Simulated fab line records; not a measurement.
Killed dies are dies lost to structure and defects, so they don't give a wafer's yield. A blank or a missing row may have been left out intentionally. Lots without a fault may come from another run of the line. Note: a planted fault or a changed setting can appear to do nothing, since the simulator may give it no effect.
fab line records :: flow sky130
record
  lots=6
  wafers=18
  lastDay=49
route steps=708 shown VIA2@521 METAL3@532
lots that met no fault: from a run of the same line without faults
startH: hours from the record's opening day to when the first of the lot's shown wafers began :: waitH: hours since the lot's step before :: " repeats the value in the row above :: L1.1+2: a single row standing in for several wafers :: - no value present, or no start provided :: * or withheld: withheld :: < > ~ a bound
route shown NAME@n: names a module that has steps shown in the file, with the first one's number in the route :: usual: mean/standard deviation taken from wafers without a fault :: same: alike in all rows :: chamber/n: place in a boat :: sites: the reading at each site :: _std_site: standard deviation across them :: _edge_site: outer sites' mean less inner sites' :: radiusMm: how far each site lies from the wafer's centre :: mask NAME#n: copy n :: behind: the tool/chamber that last shaped the wafer :: hold: cause of the lot's hold/its duration in hours/its outcome :: device: names the non-switching transistor (n, p or np) :: end of line: at the end of the route, the tests of the same wafers :: a step without rows: its recipe alone :: killed: count of dies lost to structure and defects at first sort (not the wafer's yield) :: map: a wafer's dies, marking killed ones x, the rest . and places with no die _
set.NAME: the setting the step ran with; set.NAME@STEP: the setting that earlier step ran with :: model.NAME: the simulator's own value behind a step, which no gauge read
lots at some steps of the route; a table a step, a row a wafer
services: from which hour (startH, from the record's first day; less than 0 if before it) a tool's chamber was out of use, for how many hours, and why
## steps
# step SKY_VIA2_ETCH_14
# recipe
  chemistry=N2/H2
  target=BARC
  ionEnergyEv=200
  sourceW=500
  biasW=100
  pressureMtorr=30
  n2FlowSccm=100
  h2FlowSccm=200
  stopOn=SiO2
  timeS=45.9
  targetDepthA=600
# usual
  biasW=100.0/0.31
  drypumpMotorCurrentA=5.8/0.42
  oesProductAu=0.855/0.0044
  throttleValvePct=13.225/0.0087
lot.wafer: L918.3
tool: rieDiel-02
chamber: 3
startH: 878.70
waitH: 0.0
biasW: 99.4
drypumpMotorCurrentA: 5.7
oesProductAu: 0.853
rfHoursCounterH: 5
throttleValvePct: 13.223

lot.wafer: L918.4
tool: rieDiel-02
chamber: 0
startH: 878.70
waitH: 0.0
biasW: 100.0
drypumpMotorCurrentA: 6.3
oesProductAu: 0.854
rfHoursCounterH: 7
throttleValvePct: 13.241

lot.wafer: L918.5
tool: rieDiel-02
chamber: 2
startH: 878.70
waitH: 0.0
biasW: 99.7
drypumpMotorCurrentA: 5.8
oesProductAu: 0.856
rfHoursCounterH: -
throttleValvePct: 13.219

lot.wafer: L923.2
tool: rieDiel-03
chamber: 3
startH: 910.63
waitH: 0.0
biasW: 100.0
drypumpMotorCurrentA: 5.7
oesProductAu: 0.858
rfHoursCounterH: 18
throttleValvePct: 13.208

lot.wafer: L923.4
tool: rieDiel-03
chamber: 0
startH: 910.63
waitH: 0.0
biasW: 100.3
drypumpMotorCurrentA: 6.1
oesProductAu: 0.852
rfHoursCounterH: 10
throttleValvePct: 13.240

lot.wafer: L923.5
tool: rieDiel-03
chamber: 3
startH: 910.63
waitH: 0.0
biasW: 100.0
drypumpMotorCurrentA: 5.6
oesProductAu: 0.852
rfHoursCounterH: -
throttleValvePct: 13.233

lot.wafer: L931.1
tool: rieDiel-04
chamber: 3
startH: 959.15
waitH: 0.0
biasW: 99.4
drypumpMotorCurrentA: 5.3
oesProductAu: 0.856
rfHoursCounterH: 11
throttleValvePct: 13.220

lot.wafer: L931.4
tool: rieDiel-04
chamber: 2
startH: 959.15
waitH: 0.0
biasW: 99.8
drypumpMotorCurrentA: 5.4
oesProductAu: 0.856
rfHoursCounterH: 16
throttleValvePct: 13.224

lot.wafer: L931.5
tool: rieDiel-04
chamber: 2
startH: 959.15
waitH: 0.0
biasW: 99.8
drypumpMotorCurrentA: 5.4
oesProductAu: 0.862
rfHoursCounterH: -
throttleValvePct: 13.222

lot.wafer: L932.1
tool: rieDiel-02
chamber: 3
startH: 966.08
waitH: 0.0
biasW: 100.1
drypumpMotorCurrentA: 5.6
oesProductAu: 0.856
rfHoursCounterH: 7
throttleValvePct: 13.228

lot.wafer: L932.4
tool: rieDiel-02
chamber: 1
startH: 966.08
waitH: 0.0
biasW: 99.8
drypumpMotorCurrentA: 5.7
oesProductAu: 0.857
rfHoursCounterH: 17
throttleValvePct: 13.219

lot.wafer: L932.6
tool: rieDiel-02
chamber: 1
startH: 966.08
waitH: 0.0
biasW: 99.9
drypumpMotorCurrentA: 5.7
oesProductAu: 0.848
rfHoursCounterH: -
throttleValvePct: 13.224

lot.wafer: L934.1
tool: rieDiel-03
chamber: 3
startH: 974.80
waitH: 0.0
biasW: 99.8
drypumpMotorCurrentA: 5.6
oesProductAu: 0.850
rfHoursCounterH: 21
throttleValvePct: 13.219

lot.wafer: L934.2
tool: rieDiel-03
chamber: 1
startH: 974.80
waitH: 0.0
biasW: 100.0
drypumpMotorCurrentA: 5.1
oesProductAu: 0.859
rfHoursCounterH: 12
throttleValvePct: 13.243

lot.wafer: L934.4
tool: rieDiel-03
chamber: 0
startH: 974.80
waitH: 0.0
biasW: 99.7
drypumpMotorCurrentA: 6.0
oesProductAu: 0.852
rfHoursCounterH: 12
throttleValvePct: 13.231

lot.wafer: L936.1
tool: rieDiel-04
chamber: 3
startH: 993.84
waitH: 0.0
biasW: 99.9
drypumpMotorCurrentA: 5.2
oesProductAu: 0.849
rfHoursCounterH: 12
throttleValvePct: 13.221

lot.wafer: L936.2
tool: rieDiel-04
chamber: 2
startH: 993.84
waitH: 0.0
biasW: 100.1
drypumpMotorCurrentA: 5.4
oesProductAu: 0.852
rfHoursCounterH: 17
throttleValvePct: 13.236

lot.wafer: L936.5
tool: rieDiel-04
chamber: 2
startH: 993.84
waitH: 0.0
biasW: 99.8
drypumpMotorCurrentA: 5.4
oesProductAu: 0.851
rfHoursCounterH: -
throttleValvePct: 13.231
# step SKY_VIA2_ETCH_15
# recipe
  target=SiO2
  chemistry=C4F8/O2/Ar
  targetDepthNm=546
  stopOn=TiN
  maskMaterial=KrF-thick
  sourceW=1500
  biasW=1200
  pressureMtorr=40
  c4f8FlowSccm=withheld
  O2_flow_sccm=6
  Ar_flow_sccm=300
  timeS=84
# usual
  biasW=1200/3.5
  oesProductAu=0.939/0.0046
lot.wafer: L918.3
tool: rieDiel-02
chamber: 3
startH: 878.74
waitH: 0.0
biasW: 1197
oesProductAu: 0.935
rfHoursCounterH: 5

lot.wafer: L918.4
tool: rieDiel-02
chamber: 0
startH: 878.74
waitH: 0.0
biasW: 1202
oesProductAu: 0.941
rfHoursCounterH: 8

lot.wafer: L918.5
tool: rieDiel-02
chamber: 2
startH: 878.74
waitH: 0.0
biasW: 1196
oesProductAu: 0.935
rfHoursCounterH: -

lot.wafer: L923.2
tool: rieDiel-03
chamber: 3
startH: 910.67
waitH: 0.0
biasW: 1203
oesProductAu: 0.947
rfHoursCounterH: 18

lot.wafer: L923.4
tool: rieDiel-03
chamber: 0
startH: 910.67
waitH: 0.0
biasW: 1201
oesProductAu: 0.942
rfHoursCounterH: 10

lot.wafer: L923.5
tool: rieDiel-03
chamber: 3
startH: 910.67
waitH: 0.0
biasW: 1203
oesProductAu: 0.936
rfHoursCounterH: -

lot.wafer: L931.1
tool: rieDiel-04
chamber: 3
startH: 959.19
waitH: 0.0
biasW: 1195
oesProductAu: 0.940
rfHoursCounterH: 11

lot.wafer: L931.4
tool: rieDiel-04
chamber: 2
startH: 959.19
waitH: 0.0
biasW: 1199
oesProductAu: 0.939
rfHoursCounterH: 16

lot.wafer: L931.5
tool: rieDiel-04
chamber: 2
startH: 959.19
waitH: 0.0
biasW: 1201
oesProductAu: 0.945
rfHoursCounterH: -

lot.wafer: L932.1
tool: rieDiel-02
chamber: 3
startH: 966.12
waitH: 0.0
biasW: 1194
oesProductAu: 0.947
rfHoursCounterH: 7

lot.wafer: L932.4
tool: rieDiel-02
chamber: 1
startH: 966.12
waitH: 0.0
biasW: 1201
oesProductAu: 0.940
rfHoursCounterH: 17

lot.wafer: L932.6
tool: rieDiel-02
chamber: 1
startH: 966.12
waitH: 0.0
biasW: 1200
oesProductAu: 0.934
rfHoursCounterH: -

lot.wafer: L934.1
tool: rieDiel-03
chamber: 3
startH: 974.84
waitH: 0.0
biasW: 1197
oesProductAu: 0.930
rfHoursCounterH: 21

lot.wafer: L934.2
tool: rieDiel-03
chamber: 1
startH: 974.84
waitH: 0.0
biasW: 1203
oesProductAu: 0.940
rfHoursCounterH: 12

lot.wafer: L934.4
tool: rieDiel-03
chamber: 0
startH: 974.84
waitH: 0.0
biasW: 1199
oesProductAu: 0.938
rfHoursCounterH: 12

lot.wafer: L936.1
tool: rieDiel-04
chamber: 3
startH: 993.89
waitH: 0.0
biasW: 1198
oesProductAu: 0.936
rfHoursCounterH: 12

lot.wafer: L936.2
tool: rieDiel-04
chamber: 2
startH: 993.89
waitH: 0.0
biasW: 1198
oesProductAu: 0.943
rfHoursCounterH: 17

lot.wafer: L936.5
tool: rieDiel-04
chamber: 2
startH: 993.89
waitH: 0.0
biasW: 1203
oesProductAu: 0.935
rfHoursCounterH: -
# step SKY_VIA2_STRIP_16
# recipe
  chemistry=O2/N2
  powerW=1400
  pressureMtorr=1500
  platenTempC=withheld
  o2FlowSccm=3000
  n2FlowSccm=300
  overashFraction=0.5
# step SKY_VIA2_STRIP_17
# recipe
  chemistry=postEtchResidueRemover
  timeS=1200
  tempC=72.5
# step SKY_VIA2_CLEAN_18
# recipe
  chemistry=IPA
  timeS=180
  tempC=25
# step SKY_VIA2_CLEAN_19
# recipe
  chemistry=O3/DIW
  dry=n2Spin
# step SKY_VIA2_SPUTTER_20
# recipe
  material=TiN
  targetThkNm=20
  chamberPressurePa=5
  powerW=3847
  timeS=80
# step SKY_VIA2_CVD_21
# recipe
  material=W
  targetThkNm=420
  timeS=126.4
  tempC=400
  pressureTorr=40
# usual
  heaterPowerW=816/87
lot.wafer: L918.3
tool: cvdW-01
chamber: 1
startH: 879.85
waitH: 0.1
heaterPowerW: 958

lot.wafer: L918.4
tool: cvdW-01
chamber: 0
startH: 879.85
waitH: 0.1
heaterPowerW: 874

lot.wafer: L918.5
tool: cvdW-01
chamber: 0
startH: 879.85
waitH: 0.1
heaterPowerW: 883

lot.wafer: L923.2
tool: cvdW-02
chamber: 1
startH: 911.43
waitH: 0.0
heaterPowerW: 749

lot.wafer: L923.4
tool: cvdW-02
chamber: 0
startH: 911.43
waitH: 0.0
heaterPowerW: 740

lot.wafer: L923.5
tool: cvdW-02
chamber: 1
startH: 911.43
waitH: 0.0
heaterPowerW: 745

lot.wafer: L931.1
tool: cvdW-01
chamber: 1
startH: 959.91
waitH: 0.0
heaterPowerW: 903

lot.wafer: L931.4
tool: cvdW-01
chamber: 1
startH: 959.91
waitH: 0.0
heaterPowerW: 915

lot.wafer: L931.5
tool: cvdW-01
chamber: 0
startH: 959.91
waitH: 0.0
heaterPowerW: 806

lot.wafer: L932.1
tool: cvdW-02
chamber: 1
startH: 966.84
waitH: 0.0
heaterPowerW: 754

lot.wafer: L932.4
tool: cvdW-02
chamber: 0
startH: 966.84
waitH: 0.0
heaterPowerW: 729

lot.wafer: L932.6
tool: cvdW-02
chamber: 1
startH: 966.84
waitH: 0.0
heaterPowerW: 754

lot.wafer: L934.1
tool: cvdW-01
chamber: 0
startH: 975.60
waitH: 0.0
heaterPowerW: 806

lot.wafer: L934.2
tool: cvdW-01
chamber: 1
startH: 975.60
waitH: 0.0
heaterPowerW: 903

lot.wafer: L934.4
tool: cvdW-01
chamber: 1
startH: 975.60
waitH: 0.0
heaterPowerW: 941

lot.wafer: L936.1
tool: cvdW-01
chamber: 0
startH: 994.61
waitH: 0.0
heaterPowerW: 818

lot.wafer: L936.2
tool: cvdW-01
chamber: 1
startH: 994.61
waitH: 0.0
heaterPowerW: 915

lot.wafer: L936.5
tool: cvdW-01
chamber: 1
startH: 994.61
waitH: 0.0
heaterPowerW: 909
# step SKY_VIA2_RS_MEAS_22
# recipe
  thkMeasGauge=four-point-probe
  reads=W_of_VIA2_CVD_21+TiN_of_VIA2_SPUTTER_20
# usual
  VIA2_W_RS=0.2756/0.0025
lot.wafer: L918.3
tool: filmMetro-03
chamber: -
startH: 879.98
waitH: 0.1
VIA2_W_RS[ohm/sq]: 0.2782

lot.wafer: L918.4
tool: filmMetro-03
chamber: -
startH: 879.98
waitH: 0.1
VIA2_W_RS[ohm/sq]: 0.2770

lot.wafer: L918.5
tool: filmMetro-03
chamber: -
startH: 879.98
waitH: 0.1
VIA2_W_RS[ohm/sq]: 0.2766

lot.wafer: L923.2
tool: filmMetro-01
chamber: -
startH: 911.58
waitH: 0.1
VIA2_W_RS[ohm/sq]: 0.2745

lot.wafer: L923.4
tool: filmMetro-01
chamber: -
startH: 911.58
waitH: 0.1
VIA2_W_RS[ohm/sq]: 0.2752

lot.wafer: L923.5
tool: filmMetro-01
chamber: -
startH: 911.58
waitH: 0.1
VIA2_W_RS[ohm/sq]: 0.2747

lot.wafer: L931.1
tool: filmMetro-02
chamber: -
startH: 960.04
waitH: 0.1
VIA2_W_RS[ohm/sq]: 0.2733

lot.wafer: L931.4
tool: filmMetro-02
chamber: -
startH: 960.04
waitH: 0.1
VIA2_W_RS[ohm/sq]: 0.2751

lot.wafer: L931.5
tool: filmMetro-02
chamber: -
startH: 960.04
waitH: 0.1
VIA2_W_RS[ohm/sq]: 0.2732

lot.wafer: L932.1
tool: filmMetro-03
chamber: -
startH: 966.97
waitH: 0.1
VIA2_W_RS[ohm/sq]: 0.2768

lot.wafer: L932.4
tool: filmMetro-03
chamber: -
startH: 966.97
waitH: 0.1
VIA2_W_RS[ohm/sq]: 0.2745

lot.wafer: L932.6
tool: filmMetro-03
chamber: -
startH: 966.97
waitH: 0.1
VIA2_W_RS[ohm/sq]: 0.2755

lot.wafer: L934.1
tool: filmMetro-02
chamber: -
startH: 975.73
waitH: 0.1
VIA2_W_RS[ohm/sq]: 0.2747

lot.wafer: L934.2
tool: filmMetro-02
chamber: -
startH: 975.73
waitH: 0.1
VIA2_W_RS[ohm/sq]: 0.2768

lot.wafer: L934.4
tool: filmMetro-02
chamber: -
startH: 975.73
waitH: 0.1
VIA2_W_RS[ohm/sq]: 0.2750

lot.wafer: L936.1
tool: filmMetro-03
chamber: -
startH: 994.74
waitH: 0.1
VIA2_W_RS[ohm/sq]: 0.2781

lot.wafer: L936.2
tool: filmMetro-03
chamber: -
startH: 994.74
waitH: 0.1
VIA2_W_RS[ohm/sq]: 0.2767

lot.wafer: L936.5
tool: filmMetro-03
chamber: -
startH: 994.74
waitH: 0.1
VIA2_W_RS[ohm/sq]: 0.2763
# step SKY_VIA2_THK_MEAS_23
# recipe
  thkMeasGauge=xrf
  reads=W_of_VIA2_CVD_21
# usual
  VIA2_W_THK=431/4.1
lot.wafer: L918.3
tool: filmMetro-03
chamber: -
startH: 880.08
waitH: 0.1
VIA2_W_THK[nm]: 430

lot.wafer: L918.4
tool: filmMetro-03
chamber: -
startH: 880.08
waitH: 0.1
VIA2_W_THK[nm]: 435

lot.wafer: L918.5
tool: filmMetro-03
chamber: -
startH: 880.08
waitH: 0.1
VIA2_W_THK[nm]: 432

lot.wafer: L923.2
tool: filmMetro-01
chamber: -
startH: 911.69
waitH: 0.1
VIA2_W_THK[nm]: 435

lot.wafer: L923.4
tool: filmMetro-01
chamber: -
startH: 911.69
waitH: 0.1
VIA2_W_THK[nm]: 433

lot.wafer: L923.5
tool: filmMetro-01
chamber: -
startH: 911.69
waitH: 0.1
VIA2_W_THK[nm]: 431

lot.wafer: L931.1
tool: filmMetro-02
chamber: -
startH: 960.16
waitH: 0.1
VIA2_W_THK[nm]: 432

lot.wafer: L931.4
tool: filmMetro-02
chamber: -
startH: 960.16
waitH: 0.1
VIA2_W_THK[nm]: 430

lot.wafer: L931.5
tool: filmMetro-02
chamber: -
startH: 960.16
waitH: 0.1
VIA2_W_THK[nm]: 434

lot.wafer: L932.1
tool: filmMetro-03
chamber: -
startH: 967.09
waitH: 0.1
VIA2_W_THK[nm]: 432

lot.wafer: L932.4
tool: filmMetro-03
chamber: -
startH: 967.09
waitH: 0.1
VIA2_W_THK[nm]: 432

lot.wafer: L932.6
tool: filmMetro-03
chamber: -
startH: 967.09
waitH: 0.1
VIA2_W_THK[nm]: 435

lot.wafer: L934.1
tool: filmMetro-02
chamber: -
startH: 975.85
waitH: 0.1
VIA2_W_THK[nm]: 432

lot.wafer: L934.2
tool: filmMetro-02
chamber: -
startH: 975.85
waitH: 0.1
VIA2_W_THK[nm]: 427

lot.wafer: L934.4
tool: filmMetro-02
chamber: -
startH: 975.85
waitH: 0.1
VIA2_W_THK[nm]: 429

lot.wafer: L936.1
tool: filmMetro-03
chamber: -
startH: 994.86
waitH: 0.1
VIA2_W_THK[nm]: 433

lot.wafer: L936.2
tool: filmMetro-03
chamber: -
startH: 994.86
waitH: 0.1
VIA2_W_THK[nm]: 433

lot.wafer: L936.5
tool: filmMetro-03
chamber: -
startH: 994.86
waitH: 0.1
VIA2_W_THK[nm]: 431
# step SKY_VIA2_CMP_24
# recipe
  stopOn=SiO2
  tOverpolishS=20
  downForcePsi=3.5
  platenRpm=60
  targetThkNm=0
  padVelocityMS=0.94248
# usual
  motorCurrentA=11.3/1
  overpolishRunS=20.001/0.0084
  timeToEndpointS=100/3.3
lot.wafer: L918.3
tool: cmp-02
chamber: 2
startH: 880.12
waitH: 0.0
motorCurrentA: 12.7
overpolishRunS: 20.011
timeToEndpointS: 101

lot.wafer: L918.4
tool: cmp-02
chamber: 0
startH: 880.12
waitH: 0.0
motorCurrentA: 10.9
overpolishRunS: 20.002
timeToEndpointS: 97

lot.wafer: L918.5
tool: cmp-02
chamber: 2
startH: 880.12
waitH: 0.0
motorCurrentA: 11.7
overpolishRunS: 19.997
timeToEndpointS: 102

lot.wafer: L923.2
tool: cmp-02
chamber: 0
startH: 911.74
waitH: 0.0
motorCurrentA: 11.5
overpolishRunS: 20.004
timeToEndpointS: 102

lot.wafer: L923.4
tool: cmp-02
chamber: 3
startH: 911.74
waitH: 0.0
motorCurrentA: 11.1
overpolishRunS: 19.994
timeToEndpointS: 99

lot.wafer: L923.5
tool: cmp-02
chamber: 0
startH: 911.74
waitH: 0.0
motorCurrentA: 11.6
overpolishRunS: 20.012
timeToEndpointS: 102

lot.wafer: L931.1
tool: cmp-02
chamber: 2
startH: 960.27
waitH: 0.1
motorCurrentA: 11.8
overpolishRunS: 20.016
timeToEndpointS: 103

lot.wafer: L931.4
tool: cmp-02
chamber: 0
startH: 960.27
waitH: 0.1
motorCurrentA: 11.6
overpolishRunS: 19.991
timeToEndpointS: 98

lot.wafer: L931.5
tool: cmp-02
chamber: 2
startH: 960.27
waitH: 0.1
motorCurrentA: 12.2
overpolishRunS: 19.996
timeToEndpointS: 102

lot.wafer: L932.4
tool: cmp-01
chamber: 0
startH: 967.20
waitH: 0.1
motorCurrentA: 10.3
overpolishRunS: 20.005
timeToEndpointS: 104

lot.wafer: L932.1
tool: cmp-01
chamber: 2
startH: 967.20
waitH: 0.1
motorCurrentA: 11.9
overpolishRunS: 19.991
timeToEndpointS: 104

lot.wafer: L932.6
tool: cmp-01
chamber: 0
startH: 967.20
waitH: 0.1
motorCurrentA: 10.8
overpolishRunS: 20.007
timeToEndpointS: 103

lot.wafer: L934.2
tool: cmp-01
chamber: 0
startH: 975.91
waitH: 0.0
motorCurrentA: 10.2
overpolishRunS: 19.999
timeToEndpointS: 98

lot.wafer: L934.4
tool: cmp-01
chamber: 2
startH: 975.91
waitH: 0.0
motorCurrentA: 12.1
overpolishRunS: 20.003
timeToEndpointS: 100

lot.wafer: L934.1
tool: cmp-01
chamber: 3
startH: 975.91
waitH: 0.0
motorCurrentA: 10.6
overpolishRunS: 20.008
timeToEndpointS: 96

lot.wafer: L936.1
tool: cmp-02
chamber: 0
startH: 995.41
waitH: 0.5
motorCurrentA: 11.2
overpolishRunS: 19.990
timeToEndpointS: 100

lot.wafer: L936.2
tool: cmp-02
chamber: 2
startH: 995.41
waitH: 0.5
motorCurrentA: 11.9
overpolishRunS: 20.001
timeToEndpointS: 103

lot.wafer: L936.5
tool: cmp-02
chamber: 3
startH: 995.41
waitH: 0.5
motorCurrentA: 12.1
overpolishRunS: 20.008
timeToEndpointS: 102
# step SKY_METAL3_SPUTTER_00
# recipe
  material=Ti
  targetThkNm=15
  powerW=3000
  timeS=10
  chamberPressurePa=0.4
# usual
  chamberPressurePa=0.4000/0.00083
  throttleValvePct=29.8/1.1
lot.wafer: L918.3
tool: pvdSputter-02
chamber: -
startH: 880.42
waitH: 0.2
chamberPressurePa: 0.4007
throttleValvePct: 31.1

lot.wafer: L918.4
tool: pvdSputter-02
chamber: -
startH: 880.42
waitH: 0.2
chamberPressurePa: 0.3997
throttleValvePct: 28.3

lot.wafer: L918.5
tool: pvdSputter-02
chamber: -
startH: 880.42
waitH: 0.2
chamberPressurePa: 0.3987
throttleValvePct: 28.6

lot.wafer: L923.2
tool: pvdSputter-03
chamber: -
startH: 912.04
waitH: 0.2
chamberPressurePa: 0.4002
throttleValvePct: 29.0

lot.wafer: L923.4
tool: pvdSputter-03
chamber: -
startH: 912.04
waitH: 0.2
chamberPressurePa: 0.4002
throttleValvePct: 29.9

lot.wafer: L923.5
tool: pvdSputter-03
chamber: -
startH: 912.04
waitH: 0.2
chamberPressurePa: 0.4009
throttleValvePct: 30.5

lot.wafer: L931.1
tool: pvdSputter-02
chamber: -
startH: 960.52
waitH: 0.2
chamberPressurePa: 0.4007
throttleValvePct: 29.9

lot.wafer: L931.4
tool: pvdSputter-02
chamber: -
startH: 960.52
waitH: 0.2
chamberPressurePa: 0.4009
throttleValvePct: 28.1

lot.wafer: L931.5
tool: pvdSputter-02
chamber: -
startH: 960.52
waitH: 0.2
chamberPressurePa: 0.4013
throttleValvePct: 29.6

lot.wafer: L932.1
tool: pvdSputter-02
chamber: -
startH: 967.45
waitH: 0.1
chamberPressurePa: 0.3997
throttleValvePct: 29.6

lot.wafer: L932.4
tool: pvdSputter-02
chamber: -
startH: 967.45
waitH: 0.1
chamberPressurePa: 0.3997
throttleValvePct: 28.9

lot.wafer: L932.6
tool: pvdSputter-02
chamber: -
startH: 967.45
waitH: 0.1
chamberPressurePa: 0.3992
throttleValvePct: 28.2

lot.wafer: L934.1
tool: pvdSputter-01
chamber: -
startH: 976.21
waitH: 0.1
chamberPressurePa: 0.4009
throttleValvePct: 31.2

lot.wafer: L934.2
tool: pvdSputter-01
chamber: -
startH: 976.21
waitH: 0.1
chamberPressurePa: 0.3996
throttleValvePct: 30.8

lot.wafer: L934.4
tool: pvdSputter-01
chamber: -
startH: 976.21
waitH: 0.1
chamberPressurePa: 0.3994
throttleValvePct: 31.0

lot.wafer: L936.1
tool: pvdSputter-01
chamber: -
startH: 995.66
waitH: 0.2
chamberPressurePa: 0.3986
throttleValvePct: 31.3

lot.wafer: L936.2
tool: pvdSputter-01
chamber: -
startH: 995.66
waitH: 0.2
chamberPressurePa: 0.4008
throttleValvePct: 30.6

lot.wafer: L936.5
tool: pvdSputter-01
chamber: -
startH: 995.66
waitH: 0.2
chamberPressurePa: 0.3985
throttleValvePct: 31.3
# step SKY_METAL3_SPUTTER_01
# recipe
  material=TiN
  targetThkNm=20
  powerW=6500
  timeS=16.7
  chamberPressurePa=0.4
# usual
  chamberPressurePa=0.4001/0.00081
  throttleValvePct=29.8/1.1
lot.wafer: L918.3
tool: pvdSputter-02
chamber: -
startH: 880.44
waitH: 0.0
chamberPressurePa: 0.4000
throttleValvePct: 30.7
model.TiN_of_METAL3_SPUTTER_01.thkNm: 19.9

lot.wafer: L918.4
tool: pvdSputter-02
chamber: -
startH: 880.44
waitH: 0.0
chamberPressurePa: 0.4002
throttleValvePct: 28.3
model.TiN_of_METAL3_SPUTTER_01.thkNm: 19.96

lot.wafer: L918.5
tool: pvdSputter-02
chamber: -
startH: 880.44
waitH: 0.0
chamberPressurePa: 0.3986
throttleValvePct: 28.2
model.TiN_of_METAL3_SPUTTER_01.thkNm: 19.67

lot.wafer: L923.2
tool: pvdSputter-03
chamber: -
startH: 912.06
waitH: 0.0
chamberPressurePa: 0.3987
throttleValvePct: 29.1
model.TiN_of_METAL3_SPUTTER_01.thkNm: 20.3

lot.wafer: L923.4
tool: pvdSputter-03
chamber: -
startH: 912.06
waitH: 0.0
chamberPressurePa: 0.4000
throttleValvePct: 30.1
model.TiN_of_METAL3_SPUTTER_01.thkNm: 20.27

lot.wafer: L923.5
tool: pvdSputter-03
chamber: -
startH: 912.06
waitH: 0.0
chamberPressurePa: 0.3993
throttleValvePct: 30.4
model.TiN_of_METAL3_SPUTTER_01.thkNm: 20.08

lot.wafer: L931.1
tool: pvdSputter-02
chamber: -
startH: 960.55
waitH: 0.0
chamberPressurePa: 0.6628
throttleValvePct: 23.1
model.TiN_of_METAL3_SPUTTER_01.thkNm: 18.17

lot.wafer: L931.4
tool: pvdSputter-02
chamber: -
startH: 960.55
waitH: 0.0
chamberPressurePa: 0.4003
throttleValvePct: 28.2
model.TiN_of_METAL3_SPUTTER_01.thkNm: 19.6

lot.wafer: L931.5
tool: pvdSputter-02
chamber: -
startH: 960.55
waitH: 0.0
chamberPressurePa: 0.6624
throttleValvePct: 22.9
model.TiN_of_METAL3_SPUTTER_01.thkNm: 18.21

lot.wafer: L932.1
tool: pvdSputter-02
chamber: -
startH: 967.47
waitH: 0.0
chamberPressurePa: 0.6644
throttleValvePct: 22.6
model.TiN_of_METAL3_SPUTTER_01.thkNm: 18.19

lot.wafer: L932.4
tool: pvdSputter-02
chamber: -
startH: 967.47
waitH: 0.0
chamberPressurePa: 0.4005
throttleValvePct: 28.1
model.TiN_of_METAL3_SPUTTER_01.thkNm: 20.03

lot.wafer: L932.6
tool: pvdSputter-02
chamber: -
startH: 967.47
waitH: 0.0
chamberPressurePa: 0.3991
throttleValvePct: 28.3
model.TiN_of_METAL3_SPUTTER_01.thkNm: 20.14

lot.wafer: L934.1
tool: pvdSputter-01
chamber: -
startH: 976.23
waitH: 0.0
chamberPressurePa: 0.3998
throttleValvePct: 31.3
model.TiN_of_METAL3_SPUTTER_01.thkNm: 19.88

lot.wafer: L934.2
tool: pvdSputter-01
chamber: -
startH: 976.23
waitH: 0.0
chamberPressurePa: 0.3994
throttleValvePct: 30.6
model.TiN_of_METAL3_SPUTTER_01.thkNm: 20.09

lot.wafer: L934.4
tool: pvdSputter-01
chamber: -
startH: 976.23
waitH: 0.0
chamberPressurePa: 0.3998
throttleValvePct: 30.6
model.TiN_of_METAL3_SPUTTER_01.thkNm: 19.99

lot.wafer: L936.1
tool: pvdSputter-01
chamber: -
startH: 995.68
waitH: 0.0
chamberPressurePa: 0.4000
throttleValvePct: 31.2
model.TiN_of_METAL3_SPUTTER_01.thkNm: 19.61

lot.wafer: L936.2
tool: pvdSputter-01
chamber: -
startH: 995.68
waitH: 0.0
chamberPressurePa: 0.4002
throttleValvePct: 30.7
model.TiN_of_METAL3_SPUTTER_01.thkNm: 19.67

lot.wafer: L936.5
tool: pvdSputter-01
chamber: -
startH: 995.68
waitH: 0.0
chamberPressurePa: 0.3996
throttleValvePct: 31.3
model.TiN_of_METAL3_SPUTTER_01.thkNm: 19.83
# step SKY_METAL3_SPUTTER_02
# recipe
  material=AlCu
  targetThkNm=735
  powerW=10600
  timeS=39.1
  chamberPressurePa=0.4
## services
tool: pvdSputter-02
chamber: -
startH: 858.62
hours: 2.3
kind: repair

tool: pvdSputter-01
chamber: 3
startH: 866.06
hours: -
kind: consumableReplace:kit

tool: rieDiel-03
chamber: -
startH: 867.73
hours: 1.2
kind: repair

tool: cvdW-02
chamber: 1
startH: 876.03
hours: 5.0
kind: repair

tool: cmp-01
chamber: -
startH: 896.91
hours: 1.7
kind: repair

tool: rieDiel-04
chamber: 3
startH: 900.35
hours: 9.3
kind: repair

tool: cmp-02
chamber: -
startH: 901.17
hours: 2.3
kind: repair

tool: rieDiel-04
chamber: 1
startH: 901.29
hours: 7.9
kind: repair

tool: cvdW-01
chamber: -
startH: 904.00
hours: 14.0
kind: pm

tool: rieDiel-02
chamber: 3
startH: 911.99
hours: 5.7
kind: repair

tool: cmp-01
chamber: -
startH: 913.27
hours: 2.5
kind: repair

tool: rieDiel-03
chamber: 0
startH: 916.64
hours: 4.1
kind: repair

tool: cmp-01
chamber: -
startH: 919.28
hours: 4.0
kind: pm

tool: pvdSputter-02
chamber: 1
startH: 921.44
hours: -
kind: consumableReplace:kit

tool: pvdSputter-02
chamber: 1
startH: 921.44
hours: 18.0
kind: scheduledDown

tool: pvdSputter-02
chamber: 1
startH: 921.44
hours: 18.0
kind: ventCycle

tool: cmp-02
chamber: -
startH: 931.80
hours: 2.9
kind: repair

tool: rieDiel-04
chamber: 2
startH: 939.41
hours: 10.4
kind: repair

tool: cmp-01
chamber: -
startH: 947.85
hours: 1.0
kind: repair

tool: rieDiel-02
chamber: 0
startH: 966.94
hours: 5.6
kind: repair

tool: cmp-01
chamber: -
startH: 984.17
hours: 0.3
kind: repair

tool: cmp-01
chamber: -
startH: 985.14
hours: 17.0
kind: pm

tool: rieDiel-02
chamber: 1
startH: 986.29
hours: 13.4
kind: repair

tool: cmp-02
chamber: -
startH: 987.11
hours: 2.2
kind: repair
## key
firstSign
  step=SKY_METAL3_SPUTTER_01
  reading=chamberPressurePa
  direction=up
  sigmas=99+
  usual=0.4001
  struck=0.6632
effect
  step=SKY_METAL3_SPUTTER_01
  reading=throttleValvePct
  direction=down
  sigmas=6.5
  usual=29.8
  struck=22.9
modelEffect
  step=SKY_METAL3_SPUTTER_01
  value=TiN_of_METAL3_SPUTTER_01.thkNm
  without=20
  struck=18.19
metAt SKY_METAL3_SPUTTER_01
struckWafers L931.1,L931.5,L932.1
fault
  kind=processParameterDrift
  tool=pvdSputter-02
  chamber=-
  onsetH=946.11
  steps=SKY_METAL3_SPUTTER_01
  channel=chamberPressurePa
  offset=0.26242
  shape=step
  endH=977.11
  actsIn=theseRecipesOnly
  stated=0.4
  scope=struckWafersOnly
